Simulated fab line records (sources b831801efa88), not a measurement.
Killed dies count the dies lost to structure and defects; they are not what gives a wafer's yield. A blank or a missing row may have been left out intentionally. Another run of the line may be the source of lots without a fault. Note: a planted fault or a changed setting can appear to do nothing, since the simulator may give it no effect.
fab line records | flow gf180mcu
record lots=14 wafers=42 lastDay=34
route steps=602 shown NWELL@53 VT_IMPLANT@97 HV_LDD@195
lots untouched by any fault: they come from a run of this same line in which no faults occurred
startH: start of the lot's first displayed wafer, in hours after the record's first day | waitH: how many hours have passed since the lot's step before this one | " identical to the entry in the row above | L1.1+2: one row covering several wafers at once | - value missing, or start not given | * or withheld: withheld | < > ~ a bound
route shown NAME@n: names a module that has steps shown in the file, with the first one's number in the route | usual: mean and standard deviation over wafers with no fault | same: alike in all rows | chamber/n: place in a boat | sites: the reading at each site | _std_site: standard deviation across them | _edge_site: outer sites' mean less inner sites' | radiusMm: how far each site lies from the wafer's centre | mask NAME#n: copy n | behind: the tool/chamber that last shaped the wafer | hold: cause of the lot's hold/its duration in hours/its outcome | device: the n, p or np transistor that did not switch | end of line: tests of these same wafers at the route's end | a step given without rows: its recipe and nothing more | killed: dies lost to structure and defects at the first sort, not the wafer's yield | map: a wafer's dies, x killed, . not, _ none there
set.NAME: setting as actually run; set.NAME@STEP: the setting as run at that earlier step | model.NAME: the simulator's own value behind a step, which no gauge read
one table for each step of the route and one row for each wafer, over a sample of lots
services: from which hour (startH, from the record's first day; less than 0 if before it) a tool's chamber was out of use, for how many hours, and why
## steps
# step GF_NWELL_TW_MEAS_11
# usual NWELL_TW=1574/9.6
# columns lot.wafer tool chamber startH waitH NWELL_TW
L344.2 filmMetro-02 - 54.76 0.1 1566
L344.3 " - " " 1571
L344.5 " - " " 1581
L348.1 filmMetro-03 - 78.57 0.1 1576
L348.5 " - " " 1566
L348.6 " - " " 1567
L349.3 filmMetro-03 - 82.94 0.1 1584
L349.4 " - " " 1566
L349.6 " - " " 1571
L350.1 filmMetro-02 - 87.10 0.1 1566
L350.3 " - " " 1559
L350.5 " - " " 1564
L352.2 filmMetro-03 - 98.48 0.1 1569
L352.3 " - " " 1578
L352.4 " - " " 1577
L351.2 filmMetro-04 - 99.62 0.1 1590
L351.5 " - " " 1584
L351.6 " - " " 1578
L355.1 filmMetro-02 - 131.11 0.1 1557
L355.2 " - " " 1564
L355.6 " - " " 1558
L357.1 filmMetro-02 - 131.96 0.1 1565
L357.3 " - " " 1570
L357.6 " - " " 1562
L361.2 filmMetro-04 - 151.76 0.1 1582
L361.5 " - " " 1587
L361.6 " - " " 1580
L360.1 filmMetro-03 - 151.91 0.1 1581
L360.2 " - " " 1581
L360.6 " - " " 1574
L363.1 filmMetro-04 - 166.11 0.1 1586
L363.3 " - " " 1585
L363.4 " - " " 1588
L365.1 filmMetro-03 - 173.80 0.1 1574
L365.4 " - " " 1570
L365.6 " - " " 1579
L366.2 filmMetro-04 - 176.77 0.1 1586
L366.4 " - " " 1584
L366.6 " - " " 1580
L367.3 filmMetro-04 - 181.13 0.1 1587
L367.5 " - " " 1587
L367.6 " - " " 1580
# step GF_VT_IMPLANT_OVL_MEAS_07
# usual VT_IMPLANT_OVL=0.5/1.4
# columns lot.wafer tool chamber startH waitH VT_IMPLANT_OVL[nm]
L344.2 overlay-02 - 107.54 0.1 0.2
L344.3 " - " " 0.7
L344.5 " - " " -1.6
L348.1 overlay-01 - 133.07 0.1 1.7
L348.5 " - " " 2.7
L348.6 " - " " 1.3
L349.3 overlay-01 - 138.28 0.1 2.6
L349.4 " - " " 1.3
L349.6 " - " " 2.3
L350.1 overlay-02 - 143.08 0.1 -2.4
L350.3 " - " " -2.1
L350.5 " - " " -2.2
L352.2 overlay-02 - 155.89 0.1 2.4
L352.3 " - " " 2.4
L352.4 " - " " 2.3
L351.2 overlay-01 - 158.39 0.1 0.0
L351.5 " - " " 0.4
L351.6 " - " " -0.3
L355.1 overlay-02 - 194.16 0.1 3.7
L355.2 " - " " 2.2
L355.6 " - " " 2.3
L357.1 overlay-02 - 195.87 0.1 -0.1
L357.3 " - " " -0.3
L357.6 " - " " -1.1
L361.2 overlay-02 - 219.33 0.1 -0.5
L361.5 " - " " 1.0
L361.6 " - " " -0.3
L360.1 overlay-01 - 219.51 0.1 -0.3
L360.2 " - " " 1.8
L360.6 " - " " 1.1
L363.1 overlay-01 - 235.46 0.1 1.4
L363.3 " - " " 0.3
L363.4 " - " " 0.9
L365.1 overlay-02 - 243.38 0.1 -1.7
L365.4 " - " " -1.2
L365.6 " - " " -2.1
L366.2 overlay-02 - 247.62 0.1 0.2
L366.4 " - " " 0.7
L366.6 " - " " 0.9
L367.3 overlay-02 - 251.87 0.1 0.7
L367.5 " - " " 1.2
L367.6 " - " " 1.1
# step GF_VT_IMPLANT_IMPLANT_19
# recipe species=As energyKev=100 doseCm2=4.35e+12 tiltDeg=7
# usual beamEnergyKeV=100.00/0.032
# columns lot.wafer tool chamber startH waitH beamEnergyKeV
L344.2 implanter-04 0 121.47 0.0 99.97
L344.3 " 0 " " 100.01
L344.5 " 0 " " 100.01
L348.1 implanter-03 0 147.60 0.0 100.01
L348.5 " 0 " " 99.96
L348.6 " 0 " " 100.00
L349.3 implanter-04 0 153.41 0.1 114.66
L349.4 " 0 " " 114.65
L349.6 " 0 " " 114.72
L350.1 implanter-04 0 158.91 0.0 114.66
L350.3 " 0 " " 114.70
L350.5 " 0 " " 114.66
L352.2 implanter-04 0 172.53 0.0 114.66
L352.3 " 0 " " 114.74
L352.4 " 0 " " 114.68
L351.2 implanter-03 0 174.44 0.0 100.01
L351.5 " 0 " " 100.00
L351.6 " 0 " " 100.03
L355.1 implanter-03 0 211.66 0.0 100.00
L355.2 " 0 " " 100.00
L355.6 " 0 " " 99.99
L357.1 implanter-03 0 214.01 0.0 99.99
L357.3 " 0 " " 100.01
L357.6 " 0 " " 100.04
L361.2 implanter-02 0 236.98 0.0 100.02
L361.5 " 0 " " 100.02
L361.6 " 0 " " 99.99
L360.1 implanter-04 0 237.26 0.0 100.00
L360.2 " 0 " " 99.96
L360.6 " 0 " " 99.99
L363.1 implanter-04 0 253.31 0.0 99.97
L363.3 " 0 " " 99.99
L363.4 " 0 " " 99.99
L365.1 implanter-03 0 261.71 0.0 99.96
L365.4 " 0 " " 99.98
L365.6 " 0 " " 100.02
L366.2 implanter-02 0 265.93 0.0 100.00
L366.4 " 0 " " 99.98
L366.6 " 0 " " 100.02
L367.3 implanter-02 0 271.26 0.1 99.92
L367.5 " 0 " " 100.01
L367.6 " 0 " " 99.96
# step GF_VT_IMPLANT_TW_MEAS_21
# usual VT_IMPLANT_2_TW=1210/10
# columns lot.wafer tool chamber startH waitH hold VT_IMPLANT_2_TW
L344.2 filmMetro-04 - 121.71 0.1 - 1218
L344.3 " - " " - 1222
L344.5 " - " " - 1213
L348.1 filmMetro-04 - 147.85 0.1 - 1223
L348.5 " - " " - 1219
L348.6 " - " " - 1214
L349.3 filmMetro-01 - 153.63 0.1 - 1245
L349.4 " - " " - 1238
L349.6 " - " " - 1249
L350.1 filmMetro-04 - 159.16 0.1 awaitDispo/0.2h/release 1264
L350.3 " - " " awaitDispo/0.2h/release 1264
L350.5 " - " " awaitDispo/0.2h/release 1265
L350.1 filmMetro-04 - 159.43 0.3 - 1270
L350.3 " - " " - 1266
L350.5 " - " " - 1265
L352.2 filmMetro-01 - 172.77 0.1 awaitDispo/0.2h/release 1244
L352.3 " - " " awaitDispo/0.2h/release 1251
L352.4 " - " " awaitDispo/0.2h/release 1247
L352.2 filmMetro-01 - 172.99 0.2 - 1248
L352.3 " - " " - 1250
L352.4 " - " " - 1247
L351.2 filmMetro-04 - 174.67 0.1 - 1226
L351.5 " - " " - 1216
L351.6 " - " " - 1223
L355.1 filmMetro-03 - 211.91 0.1 - 1210
L355.2 " - " " - 1212
L355.6 " - " " - 1214
L357.1 filmMetro-04 - 214.26 0.1 - 1207
L357.3 " - " " - 1206
L357.6 " - " " - 1208
L361.2 filmMetro-01 - 237.22 0.1 - 1204
L361.5 " - " " - 1205
L361.6 " - " " - 1205
L360.1 filmMetro-03 - 237.51 0.1 - 1223
L360.2 " - " " - 1222
L360.6 " - " " - 1217
L363.1 filmMetro-03 - 253.56 0.1 - 1219
L363.3 " - " " - 1220
L363.4 " - " " - 1220
L365.1 filmMetro-01 - 261.96 0.1 - 1188
L365.4 " - " " - 1190
L365.6 " - " " - 1194
L366.2 filmMetro-04 - 266.17 0.1 - 1216
L366.4 " - " " - 1215
L366.6 " - " " - 1221
L367.3 filmMetro-04 - 271.48 0.1 - 1212
L367.5 " - " " - 1212
L367.6 " - " " - 1218
# step GF_HV_LDD_CD_MEAS_19
# recipe targetCdNm=400
# usual cdNm=399.1/2.2
# columns lot.wafer tool chamber startH waitH cdNm
L344.2 cdSem-01 - 228.74 0.1 399.1
L344.3 " - " " 397.7
L344.5 " - " " 399.3
L348.1 cdSem-02 - 261.34 0.1 402.3
L348.5 " - " " 402.9
L348.6 " - " " 404.7
L349.3 cdSem-02 - 265.13 0.1 398.2
L349.4 " - " " 399.1
L349.6 " - " " 397.8
L350.1 cdSem-01 - 276.59 0.1 400.0
L350.3 " - " " 401.3
L350.5 " - " " 401.0
L352.2 cdSem-01 - 289.18 0.1 399.0
L352.3 " - " " 399.4
L352.4 " - " " 401.3
L351.2 cdSem-01 - 292.65 0.1 396.8
L351.5 " - " " 397.2
L351.6 " - " " 396.3
L355.1 cdSem-02 - 335.51 0.1 402.0
L355.2 " - " " 400.3
L355.6 " - " " 401.4
L357.1 cdSem-01 - 337.57 0.1 401.9
L357.3 " - " " 399.1
L357.6 " - " " 399.2
L361.2 cdSem-02 - 367.73 0.1 398.8
L361.5 " - " " 398.5
L361.6 " - " " 398.7
L360.1 cdSem-02 - 368.83 0.1 400.0
L360.2 " - " " 397.5
L360.6 " - " " 400.6
L363.1 cdSem-01 - 388.48 0.1 399.5
L363.3 " - " " 399.0
L363.4 " - " " 399.4
L365.1 cdSem-01 - 395.53 0.1 399.0
L365.4 " - " " 397.5
L365.6 " - " " 400.6
L366.2 cdSem-01 - 400.82 0.2 399.8
L366.4 " - " " 401.2
L366.6 " - " " 401.5
L367.3 cdSem-01 - 408.41 0.1 404.6
L367.5 " - " " 402.3
L367.6 " - " " 401.5
## services
# columns tool chamber startH hours kind
implanter-02 - 119.87 30.2 pm
implanter-04 - 186.27 1.2 repair
implanter-02 - 188.24 1.9 repair
## key
firstSign step=GF_VT_IMPLANT_IMPLANT_19 reading=beamEnergyKeV direction=up sigmas=99+ usual=100.00 struck=114.68
effect step=GF_VT_IMPLANT_TW_MEAS_21 reading=visit direction=added
metAt GF_VT_IMPLANT_IMPLANT_19
struckLots L349,L350,L352
testerLeftOut L349,L350,L352
notActingAt GF_NWELL_TW_MEAS_11,GF_VT_IMPLANT_OVL_MEAS_07,GF_HV_LDD_CD_MEAS_19
onsetBetween 121.47 153.41
fault kind=processParameterDrift tool=implanter-04 chamber=- onsetH=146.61 steps=GF_VT_IMPLANT_IMPLANT_19 channel=energyKev offset=14.686 shape=step endH=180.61 actsIn=theseRecipesOnly stated=100
# testerLeftOut: of these lots the tester's yield and bins aren't shown, on N5 and GAA mostly nor the transistor test; their killed dies are dies lost to structure and defects alone, not to doping, threshold or leakage, so they don't give the yield
